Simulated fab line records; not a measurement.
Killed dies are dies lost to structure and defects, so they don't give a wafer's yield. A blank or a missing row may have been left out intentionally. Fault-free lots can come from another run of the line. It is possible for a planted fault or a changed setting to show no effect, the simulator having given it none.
2 desks, one fault	flow sky130	numbers are kept per desk, each desk with only its own; the story behind them comes last

## DESK OF THE TOOL OWNER: pvdSputter-02
The tool's own readings at SKY_METAL3_SPUTTER_01 (material TiN, target thk 20 nm, time 16.7 s): means of the sampled wafers that have a number, for each lot that ran on this tool. Any lot whose mean is over 4 standard deviations away from the usual mean is out of limits and marked OUT; that distance is given in the brackets.
Columns: A = throttleValvePct at SKY_METAL3_SPUTTER_01, usual 30.2 %
lot	first seen here	A
L440	day 37 23:32	29.6
L447	day 39 10:56	30.8
L453	day 41 01:58	29.6
This desk found nothing out of limits on any of the 3 lots.

## AT THE METROLOGY DESK
Lot by lot, what the gauges showed, no matter which tool ran the lot: averages of those sampled wafers that carry a number. Any lot whose mean is over 4 standard deviations away from the usual mean is out of limits and marked OUT; that distance is given in the brackets.
Columns: A = VIA2_W_RS at SKY_VIA2_RS_MEAS_22, usual 0.273 ohm/sq; B = VIA2_W_THK at SKY_VIA2_THK_MEAS_23, usual 418 nm
lot	first seen here	A	B
L440	day 37 23:02	0.272	424
L447	day 39 10:29	0.275	409
L453	day 41 01:29	0.271	422
L459	day 42 17:20	0.275	418
L461	day 43 06:07	0.278	410
This desk found nothing out of limits on any of the 5 lots.

## BROUGHT TOGETHER
The desk of the tool owner found nothing out of limits.
The metrology desk saw nothing out of limits.

## WHAT THE SIMULATOR HAD INSERTED
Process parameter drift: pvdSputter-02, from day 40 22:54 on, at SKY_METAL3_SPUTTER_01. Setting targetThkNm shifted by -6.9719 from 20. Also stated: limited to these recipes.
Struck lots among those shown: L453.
